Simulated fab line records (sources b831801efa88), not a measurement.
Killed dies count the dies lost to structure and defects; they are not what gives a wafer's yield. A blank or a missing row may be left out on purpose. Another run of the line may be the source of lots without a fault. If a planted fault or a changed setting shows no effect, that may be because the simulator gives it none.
Which tool did it? :: flow sky130 :: 36 wafers from 12 lots sampled at 5 of the route's 708 steps

== WHAT THE GAUGES SHOWED, per wafer ==
No reading from a measuring or inspecting step in the record can be judged against a usual standard deviation.

== TOOL THAT RAN EACH LOT (tool first, then ch and the chambers of the sampled wafers, then the start) ==
lot: L264
SKY_NWELL_CLEAN_27: wetBench-01 ch 0, day 5 08:08
SKY_VIA4_STRIP_13: plasmaAsher-01 ch 0,1, day 42 19:47
SKY_METAL5_SPUTTER_02: pvdSputter-02, day 42 21:35
SKY_METAL5_DESCUM_14: rieMetal-02 ch 0,1, day 43 20:48
SKY_PAD_OPEN_PROBE_99: prober-02, day 45 20:13

lot: L265
SKY_NWELL_CLEAN_27: wetBench-04 ch 0, day 5 17:59
SKY_VIA4_STRIP_13: plasmaAsher-04 ch 0,1, day 43 00:58
SKY_METAL5_SPUTTER_02: pvdSputter-01, day 43 02:20
SKY_METAL5_DESCUM_14: rieMetal-01 ch 0,1, day 44 01:17
SKY_PAD_OPEN_PROBE_99: -

lot: L267
SKY_NWELL_CLEAN_27: wetBench-01 ch 3, day 6 09:06
SKY_VIA4_STRIP_13: plasmaAsher-01 ch 0,1, day 43 20:17
SKY_METAL5_SPUTTER_02: pvdSputter-04, day 43 21:37
SKY_METAL5_DESCUM_14: rieMetal-01 ch 0,1, day 44 19:02
SKY_PAD_OPEN_PROBE_99: -

lot: L266
SKY_NWELL_CLEAN_27: wetBench-04 ch 2, day 6 09:41
SKY_VIA4_STRIP_13: plasmaAsher-02 ch 0,1, day 44 04:20
SKY_METAL5_SPUTTER_02: pvdSputter-01, day 44 05:41
SKY_METAL5_DESCUM_14: rieMetal-04 ch 0,1, day 45 03:31
SKY_PAD_OPEN_PROBE_99: -

lot: L268
SKY_NWELL_CLEAN_27: wetBench-01 ch 0, day 6 16:32
SKY_VIA4_STRIP_13: plasmaAsher-01 ch 0,1, day 44 07:23
SKY_METAL5_SPUTTER_02: pvdSputter-01, day 44 08:46
SKY_METAL5_DESCUM_14: rieMetal-02 ch 1, day 45 07:15
SKY_PAD_OPEN_PROBE_99: prober-02, day 47 05:27

lot: L269
SKY_NWELL_CLEAN_27: wetBench-01 ch 3, day 6 18:08
SKY_VIA4_STRIP_13: plasmaAsher-01 ch 0,1, day 44 10:38
SKY_METAL5_SPUTTER_02: pvdSputter-02, day 44 11:59
SKY_METAL5_DESCUM_14: rieMetal-04 ch 0,1, day 45 10:02
SKY_PAD_OPEN_PROBE_99: prober-01, day 47 06:13

lot: L277
SKY_NWELL_CLEAN_27: wetBench-01 ch 2, day 8 22:29
SKY_VIA4_STRIP_13: plasmaAsher-01 ch 0,1, day 46 17:07
SKY_METAL5_SPUTTER_02: pvdSputter-02, day 46 18:26
SKY_METAL5_DESCUM_14: rieMetal-01 ch 1, day 47 14:17
SKY_PAD_OPEN_PROBE_99: prober-01, day 49 06:55

lot: L278
SKY_NWELL_CLEAN_27: wetBench-01 ch 3, day 9 04:17
SKY_VIA4_STRIP_13: plasmaAsher-04 ch 0,1, day 47 04:56
SKY_METAL5_SPUTTER_02: pvdSputter-04, day 47 06:27
SKY_METAL5_DESCUM_14: rieMetal-01 ch 0,1, day 48 01:25
SKY_PAD_OPEN_PROBE_99: prober-02, day 49 16:42

lot: L280
SKY_NWELL_CLEAN_27: wetBench-04 ch 1, day 9 16:21
SKY_VIA4_STRIP_13: plasmaAsher-02 ch 1, day 47 13:57
SKY_METAL5_SPUTTER_02: pvdSputter-04, day 47 15:17
SKY_METAL5_DESCUM_14: rieMetal-04 ch 0,1, day 48 10:20
SKY_PAD_OPEN_PROBE_99: -

lot: L281
SKY_NWELL_CLEAN_27: wetBench-04 ch 3, day 10 00:05
SKY_VIA4_STRIP_13: plasmaAsher-01 ch 0,1, day 47 17:09
SKY_METAL5_SPUTTER_02: pvdSputter-04, day 47 18:29
SKY_METAL5_DESCUM_14: rieMetal-04 ch 0,1, day 48 12:47
SKY_PAD_OPEN_PROBE_99: -

lot: L282
SKY_NWELL_CLEAN_27: wetBench-04 ch 0, day 10 05:29
SKY_VIA4_STRIP_13: plasmaAsher-04 ch 0,1, day 48 00:54
SKY_METAL5_SPUTTER_02: pvdSputter-02, day 48 02:14
SKY_METAL5_DESCUM_14: rieMetal-04 ch 0,1, day 48 19:48
SKY_PAD_OPEN_PROBE_99: -

lot: L284
SKY_NWELL_CLEAN_27: wetBench-04 ch 0, day 10 17:20
SKY_VIA4_STRIP_13: plasmaAsher-01 ch 0,1, day 48 05:45
SKY_METAL5_SPUTTER_02: pvdSputter-02, day 48 07:15
SKY_METAL5_DESCUM_14: rieMetal-04 ch 0,1, day 49 01:29
SKY_PAD_OPEN_PROBE_99: -
- SKY_NWELL_CLEAN_27: cleans in SC1/SC2, time 150 s.
- SKY_VIA4_STRIP_13: strips in O2/N2.
- SKY_METAL5_SPUTTER_02: material AlCu, target thk 1150 nm, time 61.2 s.
- SKY_METAL5_DESCUM_14: chemistry O2, time 11 s.
- SKY_PAD_OPEN_PROBE_99

== AS READ BY THE TOOLS THEMSELVES (means over the sampled wafers that have a number; for cases with no such wafer, the mark the record gives instead) ==
SKY_NWELL_CLEAN_27. Usual: bathHeatDutyPct 12.8 %, standard deviation 1.5; tempC 70.02 C, standard deviation 0.12.
lot: L264
tool: wetBench-01
bathHeatDutyPct (%): 12.9
tempC (C): 69.97
flag: 

lot: L265
tool: wetBench-04
bathHeatDutyPct (%): 13.7
tempC (C): 70.10
flag: 

lot: L267
tool: wetBench-01
bathHeatDutyPct (%): 11.2
tempC (C): 69.91
flag: 

lot: L266
tool: wetBench-04
bathHeatDutyPct (%): 10.0
tempC (C): 69.98
flag: 

lot: L268
tool: wetBench-01
bathHeatDutyPct (%): 13.0
tempC (C): 70.09
flag: 

lot: L269
tool: wetBench-01
bathHeatDutyPct (%): 11.6
tempC (C): 70.09
flag: 

lot: L277
tool: wetBench-01
bathHeatDutyPct (%): 13.8
tempC (C): 70.02
flag: 

lot: L278
tool: wetBench-01
bathHeatDutyPct (%): 11.8
tempC (C): 70.12
flag: 

lot: L280
tool: wetBench-04
bathHeatDutyPct (%): 13.3
tempC (C): 70.04
flag: 

lot: L281
tool: wetBench-04
bathHeatDutyPct (%): 15.0
tempC (C): 69.77
flag: 

lot: L282
tool: wetBench-04
bathHeatDutyPct (%): 13.7
tempC (C): 69.92
flag: 

lot: L284
tool: wetBench-04
bathHeatDutyPct (%): 13.7
tempC (C): 70.08
flag: 

SKY_VIA4_STRIP_13. Usual: chamberPressureMTorr 1500.3 mTorr, standard deviation 1.4; drypumpMotorCurrentA 5.5 A, standard deviation 0.35; n2FlowSccm 300.0 sccm, standard deviation 0.88; oesProductAu 0.710 a.u., standard deviation 0.0049; stripTimeToEndpointS 12.81 s, standard deviation 0.031.
lot: L264
tool: plasmaAsher-01
chamberPressureMTorr (mTorr): 1500.6
drypumpMotorCurrentA (A): 5.6
n2FlowSccm (sccm): 300.5
oesProductAu (a.u.): 0.709
stripTimeToEndpointS (s): 12.81
flag: 

lot: L265
tool: plasmaAsher-04
chamberPressureMTorr (mTorr): 1500.4
drypumpMotorCurrentA (A): 5.1
n2FlowSccm (sccm): 300.5
oesProductAu (a.u.): 0.713
stripTimeToEndpointS (s): 12.80
flag: 

lot: L267
tool: plasmaAsher-01
chamberPressureMTorr (mTorr): 1500.3
drypumpMotorCurrentA (A): 5.4
n2FlowSccm (sccm): 300.1
oesProductAu (a.u.): 0.709
stripTimeToEndpointS (s): 12.79
flag: 

lot: L266
tool: plasmaAsher-02
chamberPressureMTorr (mTorr): 1499.7
drypumpMotorCurrentA (A): 5.9
n2FlowSccm (sccm): 299.9
oesProductAu (a.u.): 0.708
stripTimeToEndpointS (s): 12.80
flag: 

lot: L268
tool: plasmaAsher-01
chamberPressureMTorr (mTorr): 1501.6
drypumpMotorCurrentA (A): 5.5
n2FlowSccm (sccm): 299.7
oesProductAu (a.u.): 0.709
stripTimeToEndpointS (s): 12.80
flag: 

lot: L269
tool: plasmaAsher-01
chamberPressureMTorr (mTorr): 1498.7
drypumpMotorCurrentA (A): 5.6
n2FlowSccm (sccm): 299.9
oesProductAu (a.u.): 0.710
stripTimeToEndpointS (s): 12.78
flag: 

lot: L277
tool: plasmaAsher-01
chamberPressureMTorr (mTorr): 1500.3
drypumpMotorCurrentA (A): 5.5
n2FlowSccm (sccm): 300.6
oesProductAu (a.u.): 0.717
stripTimeToEndpointS (s): 12.80
flag: 

lot: L278
tool: plasmaAsher-04
chamberPressureMTorr (mTorr): 1501.6
drypumpMotorCurrentA (A): 5.1
n2FlowSccm (sccm): 300.1
oesProductAu (a.u.): 0.712
stripTimeToEndpointS (s): 12.80
flag: 

lot: L280
tool: plasmaAsher-02
chamberPressureMTorr (mTorr): 1500.1
drypumpMotorCurrentA (A): 6.0
n2FlowSccm (sccm): 299.7
oesProductAu (a.u.): 0.712
stripTimeToEndpointS (s): 12.82
flag: 

lot: L281
tool: plasmaAsher-01
chamberPressureMTorr (mTorr): 1501.0
drypumpMotorCurrentA (A): 5.4
n2FlowSccm (sccm): 300.1
oesProductAu (a.u.): 0.708
stripTimeToEndpointS (s): 12.80
flag: 

lot: L282
tool: plasmaAsher-04
chamberPressureMTorr (mTorr): 1499.9
drypumpMotorCurrentA (A): 5.4
n2FlowSccm (sccm): 299.7
oesProductAu (a.u.): 0.709
stripTimeToEndpointS (s): 12.81
flag: 

lot: L284
tool: plasmaAsher-01
chamberPressureMTorr (mTorr): 1500.0
drypumpMotorCurrentA (A): 5.6
n2FlowSccm (sccm): 300.4
oesProductAu (a.u.): 0.710
stripTimeToEndpointS (s): 12.81
flag: 

SKY_METAL5_SPUTTER_02. Usual: throttleValvePct at 30.1 %, with a standard deviation of 0.94.
lot: L264
tool: pvdSputter-02
throttleValvePct (%): 30.9
flag: 

lot: L265
tool: pvdSputter-01
throttleValvePct (%): 30.4
flag: 

lot: L267
tool: pvdSputter-04
throttleValvePct (%): 28.9
flag: 

lot: L266
tool: pvdSputter-01
throttleValvePct (%): 29.5
flag: 

lot: L268
tool: pvdSputter-01
throttleValvePct (%): 30.4
flag: 

lot: L269
tool: pvdSputter-02
throttleValvePct (%): 30.1
flag: 

lot: L277
tool: pvdSputter-02
throttleValvePct (%): 30.1
flag: 

lot: L278
tool: pvdSputter-04
throttleValvePct (%): 29.2
flag: 

lot: L280
tool: pvdSputter-04
throttleValvePct (%): 29.7
flag: 

lot: L281
tool: pvdSputter-04
throttleValvePct (%): 29.7
flag: 

lot: L282
tool: pvdSputter-02
throttleValvePct (%): 29.8
flag: 

lot: L284
tool: pvdSputter-02
throttleValvePct (%): 30.2
flag: 

SKY_METAL5_DESCUM_14. Usual: chamberPressureMTorr 10.000 mTorr, standard deviation 0.0099; drypumpMotorCurrentA 5.9 A, standard deviation 0.39; oesProductAu 0.997 a.u., standard deviation 0.012; tempC 40.01 C, standard deviation 0.1.
lot: L264
tool: rieMetal-02
chamberPressureMTorr (mTorr): 9.991
drypumpMotorCurrentA (A): 6.2
oesProductAu (a.u.): 1.004
tempC (C): 39.96
flag: 

lot: L265
tool: rieMetal-01
chamberPressureMTorr (mTorr): 10.003
drypumpMotorCurrentA (A): 5.9
oesProductAu (a.u.): 1.004
tempC (C): 40.02
flag: 

lot: L267
tool: rieMetal-01
chamberPressureMTorr (mTorr): 10.007
drypumpMotorCurrentA (A): 6.0
oesProductAu (a.u.): 1.011
tempC (C): 40.12
flag: 

lot: L266
tool: rieMetal-04
chamberPressureMTorr (mTorr): 10.004
drypumpMotorCurrentA (A): 5.7
oesProductAu (a.u.): 0.990
tempC (C): 40.04
flag: 

lot: L268
tool: rieMetal-02
chamberPressureMTorr (mTorr): 10.001
drypumpMotorCurrentA (A): 6.3
oesProductAu (a.u.): 1.017
tempC (C): 40.03
flag: 

lot: L269
tool: rieMetal-04
chamberPressureMTorr (mTorr): 10.002
drypumpMotorCurrentA (A): 6.0
oesProductAu (a.u.): 0.992
tempC (C): 39.99
flag: 

lot: L277
tool: rieMetal-01
chamberPressureMTorr (mTorr): 9.992
drypumpMotorCurrentA (A): 5.9
oesProductAu (a.u.): 1.008
tempC (C): 40.01
flag: 

lot: L278
tool: rieMetal-01
chamberPressureMTorr (mTorr): 10.007
drypumpMotorCurrentA (A): 6.0
oesProductAu (a.u.): 1.003
tempC (C): 39.88
flag: 

lot: L280
tool: rieMetal-04
chamberPressureMTorr (mTorr): 10.004
drypumpMotorCurrentA (A): 5.7
oesProductAu (a.u.): 0.993
tempC (C): 40.00
flag: 

lot: L281
tool: rieMetal-04
chamberPressureMTorr (mTorr): 9.990
drypumpMotorCurrentA (A): 5.7
oesProductAu (a.u.): 0.995
tempC (C): 39.99
flag: 

lot: L282
tool: rieMetal-04
chamberPressureMTorr (mTorr): 10.002
drypumpMotorCurrentA (A): 5.7
oesProductAu (a.u.): 0.987
tempC (C): 40.05
flag: 

lot: L284
tool: rieMetal-04
chamberPressureMTorr (mTorr): 10.005
drypumpMotorCurrentA (A): 6.0
oesProductAu (a.u.): 0.994
tempC (C): 40.12
flag: 

SKY_PAD_OPEN_PROBE_99. Usual: killed_at_M0_to_M3 43, standard deviation 7.8; killed_at_M4_up 3.2, standard deviation 1.9; killedAtContacts 24, standard deviation 5; killedAtFrontEnd 14, standard deviation 4.5; killedAtOther 0.2, standard deviation 0.41; killedDies 84, standard deviation 9.6; killedOpen 47, standard deviation 6.9; killedShort 38, standard deviation 6.
lot: L264
tool: prober-02
killed_at_M0_to_M3: 50
killed_at_M4_up: 3.7
killedAtContacts: 18
killedAtFrontEnd: 12
killedAtOther: 0.3
killedDies: 84
killedOpen: 49
killedShort: 35
flag: 

lot: L268
tool: prober-02
killed_at_M0_to_M3: 40
killed_at_M4_up: 2.7
killedAtContacts: 24
killedAtFrontEnd: 13
killedAtOther: 0.0
killedDies: 80
killedOpen: 46
killedShort: 34
flag: 

lot: L269
tool: prober-01
killed_at_M0_to_M3: 34
killed_at_M4_up: 2.0
killedAtContacts: 28
killedAtFrontEnd: 16
killedAtOther: 0.3
killedDies: 80
killedOpen: 47
killedShort: 33
flag: 

lot: L277
tool: prober-01
killed_at_M0_to_M3: 41
killed_at_M4_up: 1.7
killedAtContacts: 26
killedAtFrontEnd: 57
killedAtOther: 0.0
killedDies: 126
killedOpen: 47
killedShort: 38
flag: OFF

lot: L278
tool: prober-02
killed_at_M0_to_M3: 44
killed_at_M4_up: 3.3
killedAtContacts: 20
killedAtFrontEnd: 73
killedAtOther: 0.3
killedDies: 140
killedOpen: 45
killedShort: 35
flag: OFF

== THE ANSWER, worked out from the rows above alone ==
Rule: take the mean of a lot's wafers that have a number; if it is more than 3 standard deviations from the usual mean, the lot is off. A lot without any number at a reading at which 4 lots or more have one is off too. Where the step has rows for the other lots, those lots are counted as sound. The gauges are gone through in route order, then the tools' own readings, and for those a lot's mean is taken as printed above. The first step at which some lot is off is used, and at that step the reading that is off furthest; a lot without a number counts as furthest.
Off, at SKY_PAD_OPEN_PROBE_99 on killedAtFrontEnd: L277, L278. Neither off nor sound, because the step has no rows for them: L265, L267, L266, L280, L281, L282, L284.
If a tool, at that step or one of the process steps before it, ran each lot that is off and ran no sound lot following the first of them, it fits. 2 tools fit, wetBench-01 at SKY_NWELL_CLEAN_27 and rieMetal-01 at SKY_METAL5_DESCUM_14, so this cannot tell which one it is.

== WHAT THE SIMULATOR PUT IN ==
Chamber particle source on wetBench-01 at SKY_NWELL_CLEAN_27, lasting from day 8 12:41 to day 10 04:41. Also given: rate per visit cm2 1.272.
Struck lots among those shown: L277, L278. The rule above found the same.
